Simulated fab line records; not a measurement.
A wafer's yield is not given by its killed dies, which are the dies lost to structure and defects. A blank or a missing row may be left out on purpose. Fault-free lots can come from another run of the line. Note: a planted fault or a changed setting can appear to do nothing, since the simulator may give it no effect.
fab line records | flow sky130
[record] lots = 6 wafers = 18 last_day = 50
route steps=708 shown GATE_OXIDE@202 POLY_GATE@204 RES_PROTECT@206 PAD_OPEN@708
lots that met no fault: taken from a fault-free run of the same line
start_h: start of the lot's first displayed wafer, in hours after the record's first day | wait_h: how many hours have passed since the lot's step before this one | " identical to the entry in the row above | L1.1+2: a single row standing in for several wafers | - no value, or no start given | * or withheld: withheld | < > ~ a bound
route shown NAME@n: a module of which the file shows steps, and the number in the route of the first | usual: mean and standard deviation over wafers with no fault | same: alike in all rows | chamber/n: place in a boat | sites: per-site readings | _std_site: how widely they spread, as a standard deviation | _edge_site: inner sites' mean taken away from outer sites' mean | radius_mm: how far each site lies from the wafer's centre | mask NAME#n: copy n | behind: the most recent tool/chamber to have shaped the wafer | hold: reason for holding the lot/hours on hold/outcome of the hold | device: transistor that didn't switch, given as n, p or np | end of line: at the end of the route, the tests of the same wafers | a step without rows: its recipe alone | killed: count of dies lost to structure and defects at first sort (not the wafer's yield) | map: a wafer's dies, x killed, . not, _ none there
set.NAME: the setting the step ran with; set.NAME@STEP: the setting that earlier step ran with | model.NAME: the simulator's own value behind a step, which no gauge read
lots seen at some steps along the route; tables by step, rows by wafer
services: from which hour (start_h, from the record's first day; less than 0 if before it) a tool's chamber was out of use, for how many hours, and why
[[steps]]
[step SKY_GATE_OXIDE_CLEAN_15]
[recipe] chemistry = SC1/SC2 mix = 1:4:20 temp_c = 70 time_s = 150 dry = n2_spin
[step SKY_GATE_OXIDE_OXIDATION_16]
[recipe] temp_c = 800 ambient = O2 idle_temp_c = 700 ramp_up_c_per_min = 10 ramp_down_c_per_min = 3 stabilise_s = 600 purge_s = 300 target_thk_a = 35.7 ox_time_s = 1915
[step SKY_POLY_GATE_CVD_00]
[recipe] material = poly-Si target_thk_nm = 180 temp_c = 620 time_s = 720 pressure_mtorr = 200
[step SKY_POLY_GATE_THK_MEAS_01]
[recipe] reads = poly-Si_of_POLY_GATE_CVD_00
[usual] POLY_GATE_CVD_00_THK = 180.4/1.6
// columns lot.wafer tool chamber start_h wait_h POLY_GATE_CVD_00_THK[nm]
L528.1 film_metro-02 - 346.79 0.0 179.8
L528.4 " - " " 179.1
L528.5 " - " " 182.2
L537.1 film_metro-04 - 426.62 0.0 178.6
L537.2 " - " " 177.3
L537.5 " - " " 178.5
L538.2 film_metro-04 - 438.13 0.0 181.6
L538.3 " - " " 180.1
L538.6 " - " " 181.2
L543.2 film_metro-04 - 478.64 0.0 181.7
L543.4 " - " " 183.2
L543.5 " - " " 182.7
L545.2 film_metro-02 - 496.18 0.0 178.6
L545.3 " - " " 179.2
L545.6 " - " " 178.1
L546.4 film_metro-01 - 501.70 0.0 182.7
L546.5 " - " " 180.8
L546.6 " - " " 180.2
[step SKY_RES_PROTECT_DEHYDRATE_00]
[recipe] temp_c = 200 time_s = 60
[step SKY_RES_PROTECT_HMDS_01]
[recipe] prime_time_s = 60 prime_temp_c = 120
[step SKY_RES_PROTECT_COAT_02]
[recipe] resist = NOVOLAK spin_rpm = 3000 resist_thk_nm = 1140
[step SKY_RES_PROTECT_SOFTBAKE_03]
[recipe] temp_c = 90 time_s = 60 resist = NOVOLAK
[step SKY_RES_PROTECT_EXPOSE_04]
[recipe] mask_id = RPM na = 0.6 source_shape = conventional sigma_outer = 0.6 polarization = unpolarized target_cd_nm = 1270 dose_mj = 131
[step SKY_RES_PROTECT_PEB_05]
[recipe] temp_c = withheld time_s = * resist = NOVOLAK
[step SKY_RES_PROTECT_DEVELOP_06]
[recipe] resist = NOVOLAK developer = TMAH develop_time_s = 60 dev_temp_c = 23
[step SKY_POLY_GATE_IMPLANT_02]
[recipe] species = P energy_kev = 30 dose_cm2 = 7.7e+15 tilt_deg = 0
[step SKY_RES_PROTECT_STRIP_07]
[recipe] chemistry = O2/N2 power_w = 1400 pressure_mtorr = 1500 platen_temp_c = withheld o2_flow_sccm = 3000 n2_flow_sccm = 300 overash_fraction = 0.5
[usual] chamber_pressure_mTorr = 1499.9/1.4 drypump_motor_current_A = 5.7/0.51 oes_product_au = 0.517/0.0047 strip_time_to_endpoint_s = 23.30/0.041
// columns lot.wafer tool chamber start_h wait_h chamber_pressure_mTorr drypump_motor_current_A oes_product_au rf_hours_counter_h strip_time_to_endpoint_s model.NOVOLAK_of_RES_PROTECT_COAT_02.thk_nm
L528.1 plasma_asher-01 0 375.09 0.1 1501.5 6.6 0.512 58 23.32 0
L528.4 " 0 " " 1500.0 6.6 0.506 - 23.33 0
L528.5 " 0 " " 1499.7 6.6 0.523 - 23.30 0
L537.1 plasma_asher-01 1 458.02 0.1 - - - - - 1140
L537.2 " 0 " " - - - - - 1140
L537.5 " 0 " " - - - - - 1137
L538.2 plasma_asher-04 0 468.19 0.1 - - - - - 1142
L538.3 " 0 " " - - - - - 1141
L538.6 " 1 " " - - - - - 1143
L543.2 plasma_asher-04 0 508.99 0.1 1501.2 5.4 0.514 40 23.36 0
L543.4 " 0 " " 1502.0 5.4 0.521 - 23.34 0
L543.5 " 1 " " 1499.9 5.8 0.513 - 23.35 0
L545.2 plasma_asher-04 0 525.77 0.1 1503.1 5.4 0.519 41 23.28 0
L545.3 " 0 " " 1500.7 5.4 0.514 - 23.30 0
L545.6 " 1 " " 1500.1 5.8 0.514 - 23.28 0
L546.4 plasma_asher-03 1 531.27 0.1 1498.9 5.7 0.516 - 23.35 0
L546.5 " 0 " " 1497.2 4.9 0.519 - 23.35 0
L546.6 " 1 " " 1500.4 5.7 0.510 - 23.29 0
[step SKY_RES_PROTECT_TW_MEAS_08]
[usual] POLY_GATE_TW = 4043/24
// columns lot.wafer tool chamber start_h wait_h POLY_GATE_TW
L528.1 film_metro-04 - 375.19 0.1 4028
L528.4 " - " " 4033
L528.5 " - " " 4031
L537.1 film_metro-04 - 458.12 0.1 4026
L537.2 " - " " 4054
L537.5 " - " " 4055
L538.2 film_metro-04 - 468.30 0.1 4046
L538.3 " - " " 4039
L538.6 " - " " 4037
L543.2 film_metro-03 - 509.10 0.1 4085
L543.4 " - " " 4060
L543.5 " - " " 4060
L545.2 film_metro-01 - 525.88 0.1 4023
L545.3 " - " " 4041
L545.6 " - " " 4022
L546.4 film_metro-03 - 531.37 0.1 4041
L546.5 " - " " 4027
L546.6 " - " " 4020
[step SKY_PAD_OPEN_PROBE_99]
[usual] killed_at_M0_to_M3 = 43/6.5 killed_at_M4_up = 3.2/1.8 killed_at_contacts = 24/5.2 killed_at_front_end = 15/4 killed_at_other = 0.4/0.69 killed_dies = 86/8.7 killed_on_rim = 17/3.7 killed_open = 47/7 killed_short = 39/5.7
[same] gross_dies = 492 killed_at_back_side = 0
// columns lot.wafer tool chamber start_h wait_h hold killed_at_M0_to_M3 killed_at_M4_up killed_at_contacts killed_at_front_end killed_at_other killed_dies killed_on_rim killed_open killed_short
L528.1 prober-02 - 1100.00 0.1 - 46 1 36 11 0 94 21 57 37
L528.4 prober-02 - 1100.15 0.2 - 49 5 19 8 0 81 13 32 49
L528.5 prober-02 - 1100.20 0.2 - 56 3 25 13 1 98 15 55 43
L537.1 prober-01 - 1151.44 0.1 await_dispo/1.5h/scrap 48 3 19 422 0 492 96 43 39
L537.2 prober-01 - 1151.49 0.1 await_dispo/1.5h/scrap 48 1 21 422 0 492 96 48 36
L537.5 prober-01 - 1151.64 0.2 await_dispo/1.5h/scrap 43 4 28 417 0 492 96 41 45
L538.2 prober-01 - 1158.37 0.1 await_dispo/3.9h/scrap 37 6 25 424 0 492 96 47 35
L538.3 prober-01 - 1158.42 0.2 await_dispo/3.9h/scrap 44 5 31 412 0 492 96 41 53
L538.6 prober-01 - 1158.57 0.2 await_dispo/3.9h/scrap 35 2 33 422 0 492 96 49 37
L543.2 prober-01 - 1182.37 0.1 - 40 4 24 23 0 91 17 48 43
L543.4 prober-01 - 1182.47 0.2 - 31 2 32 22 0 87 27 43 44
L543.5 prober-01 - 1182.52 0.2 - 35 0 36 8 0 79 20 49 30
L545.2 prober-01 - 1191.76 0.1 - 49 5 27 18 1 100 21 56 44
L545.3 prober-01 - 1191.81 0.2 - 36 3 27 23 0 89 15 53 36
L545.6 prober-01 - 1191.96 0.2 - 39 3 20 15 0 77 13 41 36
L546.4 prober-02 - 1196.72 0.2 - 45 5 23 16 1 90 13 51 37
L546.5 prober-02 - 1196.77 0.2 - 45 5 28 15 2 95 19 59 35
L546.6 prober-02 - 1196.82 0.2 - 49 5 18 20 1 93 15 56 34
// killed by level:class
L528.1 VIA1:geometric_particle:open=16 CONTACT:geometric_particle:open=12 LI_CONTACT:geometric_particle:open=9 CONTACT:geometric_particle:short=6 METAL2:geometric_particle:short=5 VIA2:geometric_particle:open=5 VIA1:geometric_particle:short=5 METAL1:geometric_particle:open=5
L528.4 VIA2:geometric_particle:open=9 VIA3:geometric_particle:short=9 LI_CONTACT:geometric_particle:open=7 METAL1:geometric_particle:short=6 VIA1:geometric_particle:open=5 VIA2:geometric_particle:short=5 METAL4:geometric_particle:short=5 CONTACT:geometric_particle:open=4
L528.5 VIA1:geometric_particle:open=18 CONTACT:geometric_particle:open=8 LI_CONTACT:geometric_particle:open=7 VIA3:geometric_particle:open=7 VIA2:geometric_particle:short=7 METAL1:geometric_particle:short=6 VIA3:geometric_particle:short=5 CONTACT:geometric_particle:short=4
L537.1 POLY_GATE:area_cvd=410 VIA1:geometric_particle:open=9 VIA1:geometric_particle:short=8 VIA3:geometric_particle:open=8 CONTACT:geometric_particle:short=6 CONTACT:geometric_particle:open=6 METAL1:geometric_particle:short=6 VIA2:geometric_particle:open=6
L537.2 POLY_GATE:area_cvd=408 VIA1:geometric_particle:open=14 LI_CONTACT:geometric_particle:open=8 VIA2:geometric_particle:open=8 METAL1:geometric_particle:short=6 VIA1:geometric_particle:short=5 POLY_GATE:geometric_particle:open=4 LI_CONTACT:geometric_particle:short=4
L537.5 POLY_GATE:area_cvd=406 VIA1:geometric_particle:open=9 METAL1:geometric_particle:short=8 LOCAL_INTERCONNECT:geometric_particle:short=7 CONTACT:geometric_particle:open=7 LI_CONTACT:geometric_particle:open=6 CONTACT:geometric_particle:short=6 VIA2:geometric_particle:open=6
L538.2 POLY_GATE:area_cvd=408 VIA1:geometric_particle:open=12 CONTACT:geometric_particle:open=10 METAL2:geometric_particle:short=7 FIELD_ISO:geometric_particle:open=5 VIA3:geometric_particle:open=5 CONTACT:geometric_particle:short=5 VIA2:geometric_particle:open=5
L538.3 POLY_GATE:area_cvd=397 CONTACT:geometric_particle:short=9 METAL1:geometric_particle:short=8 LI_CONTACT:geometric_particle:open=7 VIA3:geometric_particle:open=7 CONTACT:geometric_particle:open=6 VIA1:geometric_particle:open=6 LOCAL_INTERCONNECT:geometric_particle:short=5
L538.6 POLY_GATE:area_cvd=405 CONTACT:geometric_particle:open=12 LI_CONTACT:geometric_particle:open=8 VIA1:geometric_particle:open=7 CONTACT:geometric_particle:short=7 METAL2:geometric_particle:short=6 VIA3:geometric_particle:open=6 FIELD_ISO:geometric_particle:open=5
L543.2 VIA1:geometric_particle:open=13 LI_CONTACT:geometric_particle:open=8 FIELD_ISO:geometric_particle:short=6 FIELD_ISO:geometric_particle:open=6 CONTACT:geometric_particle:open=6 VIA1:geometric_particle:short=6 POLY_GATE:geometric_particle:short=5 POLY_GATE:geometric_particle:open=5
L543.4 LI_CONTACT:geometric_particle:open=9 CONTACT:geometric_particle:open=9 FIELD_ISO:geometric_particle:short=8 METAL1:geometric_particle:short=6 VIA2:geometric_particle:open=6 LI_CONTACT:geometric_particle:short=5 LOCAL_INTERCONNECT:geometric_particle:short=5 VIA1:geometric_particle:short=5
L543.5 CONTACT:geometric_particle:open=15 CONTACT:geometric_particle:short=8 VIA2:geometric_particle:open=8 VIA3:geometric_particle:open=7 VIA1:geometric_particle:open=5 LI_CONTACT:geometric_particle:short=4 LI_CONTACT:geometric_particle:open=4 LOCAL_INTERCONNECT:geometric_particle:short=4
L545.2 CONTACT:geometric_particle:open=11 VIA3:geometric_particle:open=9 FIELD_ISO:geometric_particle:open=7 VIA1:geometric_particle:open=7 VIA1:geometric_particle:short=7 VIA2:geometric_particle:open=7 LOCAL_INTERCONNECT:geometric_particle:short=6 LI_CONTACT:geometric_particle:open=5
L545.3 CONTACT:geometric_particle:open=11 FIELD_ISO:geometric_particle:open=9 VIA3:geometric_particle:open=9 VIA1:geometric_particle:open=6 VIA1:geometric_particle:short=5 LI_CONTACT:geometric_particle:open=5 LOCAL_INTERCONNECT:geometric_particle:short=4 METAL1:geometric_particle:short=4
L545.6 VIA1:geometric_particle:open=9 CONTACT:geometric_particle:open=8 METAL2:geometric_particle:short=6 LI_CONTACT:geometric_particle:open=5 CONTACT:geometric_particle:short=5 VIA1:geometric_particle:short=5 POLY_GATE:geometric_particle:open=4 VIA2:geometric_particle:open=4
L546.4 CONTACT:geometric_particle:open=13 VIA1:geometric_particle:open=12 VIA1:geometric_particle:short=9 FIELD_ISO:geometric_particle:open=6 VIA3:geometric_particle:open=6 POLY_GATE:geometric_particle:short=4 CONTACT:geometric_particle:short=4 VIA2:geometric_particle:open=4
L546.5 VIA1:geometric_particle:open=15 VIA3:geometric_particle:open=11 CONTACT:geometric_particle:open=9 POLY_GATE:geometric_particle:open=6 LI_CONTACT:geometric_particle:open=6 CONTACT:geometric_particle:short=6 METAL2:geometric_particle:short=6 FIELD_ISO:geometric_particle:open=4
L546.6 VIA3:geometric_particle:open=13 VIA1:geometric_particle:open=11 VIA2:geometric_particle:open=7 LI_CONTACT:geometric_particle:open=6 CONTACT:geometric_particle:open=6 VIA1:geometric_particle:short=6 FIELD_ISO:geometric_particle:open=5 FIELD_ISO:geometric_particle:short=5
// map L537.1 (x killed, . not)
__________xxxxxxxxxx_________
________xxxxxxxxxxxxxx_______
______xxxxxxxxxxxxxxxxxx_____
_____xxxxxxxxxxxxxxxxxxxx____
____xxxxxxxxxxxxxxxxxxxxxx___
___xxxxxxxxxxxxxxxxxxxxxxxx__
__xxxxxxxxxxxxxxxxxxxxxxxxxx_
_xxxxxxxxxxxxxxxxxxxxxxxxxxxx
_xxxxxxxxxxxxxxxxxxxxxxxxxxxx
_xxxxxxxxxxxxxxxxxxxxxxxxxxxx
_xxxxxxxxxxxxxxxxxxxxxxxxxxxx
_xxxxxxxxxxxxxxxxxxxxxxxxxxxx
_xxxxxxxxxxxxxxxxxxxxxxxxxxxx
_xxxxxxxxxxxxxxxxxxxxxxxxxxxx
_xxxxxxxxxxxxxxxxxxxxxxxxxxxx
__xxxxxxxxxxxxxxxxxxxxxxxxxx_
___xxxxxxxxxxxxxxxxxxxxxxxx__
____xxxxxxxxxxxxxxxxxxxxxx___
_____xxxxxxxxxxxxxxxxxxxx____
______xxxxxxxxxxxxxxxxxx_____
________xxxxxxxxxxxxxx_______
__________xxxxxxxxxx_________
// map L538.2 (x killed, . not)
__________xxxxxxxxxx_________
________xxxxxxxxxxxxxx_______
______xxxxxxxxxxxxxxxxxx_____
_____xxxxxxxxxxxxxxxxxxxx____
____xxxxxxxxxxxxxxxxxxxxxx___
___xxxxxxxxxxxxxxxxxxxxxxxx__
__xxxxxxxxxxxxxxxxxxxxxxxxxx_
_xxxxxxxxxxxxxxxxxxxxxxxxxxxx
_xxxxxxxxxxxxxxxxxxxxxxxxxxxx
_xxxxxxxxxxxxxxxxxxxxxxxxxxxx
_xxxxxxxxxxxxxxxxxxxxxxxxxxxx
_xxxxxxxxxxxxxxxxxxxxxxxxxxxx
_xxxxxxxxxxxxxxxxxxxxxxxxxxxx
_xxxxxxxxxxxxxxxxxxxxxxxxxxxx
_xxxxxxxxxxxxxxxxxxxxxxxxxxxx
__xxxxxxxxxxxxxxxxxxxxxxxxxx_
___xxxxxxxxxxxxxxxxxxxxxxxx__
____xxxxxxxxxxxxxxxxxxxxxx___
_____xxxxxxxxxxxxxxxxxxxx____
______xxxxxxxxxxxxxxxxxx_____
________xxxxxxxxxxxxxx_______
__________xxxxxxxxxx_________
[[services]]
// columns tool chamber start_h hours kind
plasma_asher-03 - 411.54 0.8 repair
plasma_asher-01 - 495.47 7.8 pm
[[key]]
[first_sign] step = SKY_RES_PROTECT_STRIP_07 reading = tool_record direction = missing
[effect] step = SKY_PAD_OPEN_PROBE_99 reading = hold direction = added
[model_effect] step = SKY_RES_PROTECT_STRIP_07 value = NOVOLAK_of_RES_PROTECT_COAT_02.thk_nm without = 0 struck = 1140
[more_kills_born_at] SKY_POLY_GATE_CVD_03@lpcvd-02 = 2434
met_at SKY_RES_PROTECT_STRIP_07
struck_wafers L537.1,L537.2,L537.5,L538.2,L538.3,L538.6
later_rows_left_out L537.1,L537.2,L537.5,L538.2,L538.3,L538.6
tester_left_out L537,L538
onset_between 375.09 458.02
[fault] kind = skipped_step_whole tool = plasma_asher-01,plasma_asher-04 chamber = - onset_h = 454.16 steps = SKY_RES_PROTECT_STRIP_07 scope = struck_lots_only
// tester_left_out: of these lots the tester's yield and bins aren't shown, on N5 and GAA mostly nor the transistor test; their killed dies are dies lost to structure and defects alone, not to doping, threshold or leakage, so they don't give the yield
// later_rows_left_out: the simulator's readings of these wafers behind a module that went badly wrong aren't trusted and aren't shown, but for the sort
